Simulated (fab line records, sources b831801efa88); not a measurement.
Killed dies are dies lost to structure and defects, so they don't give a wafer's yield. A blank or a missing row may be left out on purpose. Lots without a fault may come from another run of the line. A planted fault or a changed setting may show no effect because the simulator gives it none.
Chamber matching | flow gf180mcu | GF_V3_CMP_04 on cmp-01: 4 sister chambers
The step polishes SiO2. 4 wafers are shown with their chamber, then 7 later ones without.

WAFERS WITH THEIR CHAMBER
wafer  | chamber | motor_current_A (A)
L665.1 | 2       | 12.9
L667.6 | 0       | 11.3
L669.2 | 1       | 11.1
L669.3 | 3       | 11.5

WAFERS WITHOUT THEIR CHAMBER
wafer  | motor_current_A (A)
L669.4 | 11.8
L681.1 | 11.4
L681.4 | 11.5
L681.5 | 12.7
L683.3 | 11.4
L683.4 | 13.3
L683.5 | 13.0

WHICH CHAMBER EACH WENT THROUGH
wafer  | from the rows above          | in truth
L669.4 | can't be placed: 3 or 0 or 1 | 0
L681.1 | can't be placed: 0 or 3 or 1 | 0
L681.4 | can't be placed: 3 or 0 or 1 | 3
L681.5 | 2                            | 2
L683.3 | can't be placed: 0 or 3 or 1 | 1
L683.4 | 2                            | 2
L683.5 | 2                            | 2
Placed correctly: 3 of 7. Can't be placed from these rows: 4 (the true chamber is among the candidates in 4). Placed wrongly: 0.
How it was worked out, from the rows above alone: a wafer's distance from a chamber is the root of the sum, over the readings, of the square of ((its reading less the chamber's mean) divided by the reading's scatter). The wafer belongs to the nearest chamber; if the next one is less than 2 further off, it can't be placed. A chamber's mean is the mean of its shown wafers. The scatter: with one shown wafer a chamber, the root of the mean of the squares of how far each hidden wafer lies from its nearest shown one.
